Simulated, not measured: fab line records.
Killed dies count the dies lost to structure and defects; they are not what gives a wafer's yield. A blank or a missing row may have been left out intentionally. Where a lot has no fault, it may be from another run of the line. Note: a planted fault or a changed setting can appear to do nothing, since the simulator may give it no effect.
The tool behind it: which one? || flow gf180mcu || 21 wafers from 7 lots sampled at 5 of the route's 602 steps

## WHAT THE GAUGES SHOWED, per wafer
GF_V3_CD_MEAS_14: the cd target is 260 nm.
{"lot": "L927", "measured": "day 23 00:17", "on": "cd sem-01", "cd nm (nm)": "259.4 258.7 258.5"}
{"lot": "L931", "measured": "day 24 18:16", "on": "cd sem-01", "cd nm (nm)": "260.4 258.1 259.7"}
{"lot": "L934", "measured": "day 25 16:28", "on": "cd sem-01", "cd nm (nm)": "260.5 259.6 260.0"}
{"lot": "L936", "measured": "day 26 07:09", "on": "cd sem-02", "cd nm (nm)": "283.5 283.0 284.1"}
{"lot": "L938", "measured": "day 26 21:29", "on": "cd sem-01", "cd nm (nm)": "280.5 282.4 281.3"}
{"lot": "L944", "measured": "day 28 15:39", "on": "cd sem-01", "cd nm (nm)": "260.0 258.8 259.3"}
{"lot": "L946", "measured": "day 29 03:37", "on": "cd sem-02", "cd nm (nm)": "260.9 258.8 259.7"}

## EACH LOT AND THE TOOL THAT RAN IT (in order: tool; ch and the chambers of the sampled wafers; start)
{"lot": "L927", "GF_M3_SPUTTER_01": "pvd sputter-01, day 21 00:10", "GF_M3_SPUTTER_03": "pvd sputter-01, day 21 00:13", "GF_V3_CMP_04": "cmp-02 ch 0,1,2, day 22 01:24", "GF_V3_SOFTBAKE_10": "litho track-02 ch 0, day 22 13:00"}
{"lot": "L931", "GF_M3_SPUTTER_01": "pvd sputter-02, day 22 18:36", "GF_M3_SPUTTER_03": "pvd sputter-02, day 22 18:40", "GF_V3_CMP_04": "cmp-01 ch 0,1,2, day 23 19:11", "GF_V3_SOFTBAKE_10": "litho track-02 ch 0, day 24 06:00"}
{"lot": "L934", "GF_M3_SPUTTER_01": "pvd sputter-04, day 23 19:28", "GF_M3_SPUTTER_03": "pvd sputter-04, day 23 19:31", "GF_V3_CMP_04": "cmp-01 ch 0,1,2, day 24 18:37", "GF_V3_SOFTBAKE_10": "litho track-04 ch 0, day 25 05:00"}
{"lot": "L936", "GF_M3_SPUTTER_01": "pvd sputter-02, day 24 11:05", "GF_M3_SPUTTER_03": "pvd sputter-02, day 24 11:09", "GF_V3_CMP_04": "cmp-01 ch 0,1,2, day 25 09:46", "GF_V3_SOFTBAKE_10": "litho track-02 ch 0, day 25 20:00"}
{"lot": "L938", "GF_M3_SPUTTER_01": "pvd sputter-02, day 24 23:57", "GF_M3_SPUTTER_03": "pvd sputter-02, day 25 00:01", "GF_V3_CMP_04": "cmp-02 ch 0,2, day 26 00:31", "GF_V3_SOFTBAKE_10": "litho track-02 ch 0, day 26 11:00"}
{"lot": "L944", "GF_M3_SPUTTER_01": "pvd sputter-01, day 26 22:46", "GF_M3_SPUTTER_03": "pvd sputter-01, day 26 22:49", "GF_V3_CMP_04": "cmp-01 ch 0,1,2, day 27 19:35", "GF_V3_SOFTBAKE_10": "litho track-04 ch 0, day 28 05:00"}
{"lot": "L946", "GF_M3_SPUTTER_01": "pvd sputter-02, day 27 10:57", "GF_M3_SPUTTER_03": "pvd sputter-02, day 27 11:01", "GF_V3_CMP_04": "cmp-01 ch 0,3, day 28 07:54", "GF_V3_SOFTBAKE_10": "litho track-02 ch 0, day 28 17:00"}
- GF_M3_SPUTTER_01: material TiN, target thk 30 nm, time 25 s.
- GF_M3_SPUTTER_03: material Ti, target thk 10 nm, time 6.7 s.
- GF_V3_CMP_04: polishes SiO2.
- GF_V3_SOFTBAKE_10: time 60 s.

## THE ANSWER, worked out from the rows above alone
Rule: usual is defined by the lots themselves. The widest of any qualifying gaps counts: lots, ordered by their means at a reading, are off when they make up no more than a third of the lots, leave a main group of 4 or more, and stand apart from it by 3 or more times the standard deviation of that group's means. A main group whose means are all the same, to the digits that the tables above print for the reading, isn't used. Also off: a lot with no number at a reading for which 4 or more lots have one. Where the step has rows for the other lots, those lots are counted as sound.
Off: L936, L938 (GF_V3_CD_MEAS_14, cd nm). The main group has a mean of 259.5 nm with a standard deviation of 0.4.
If a tool, at a process step before that reading, ran all the lots that are off and no sound lot after the first of them, it fits. The gauges at GF_V3_CD_MEAS_14 are tried like those tools. Of those tried, none fits.

## WHAT HAD BEEN PUT IN BY THE SIMULATOR
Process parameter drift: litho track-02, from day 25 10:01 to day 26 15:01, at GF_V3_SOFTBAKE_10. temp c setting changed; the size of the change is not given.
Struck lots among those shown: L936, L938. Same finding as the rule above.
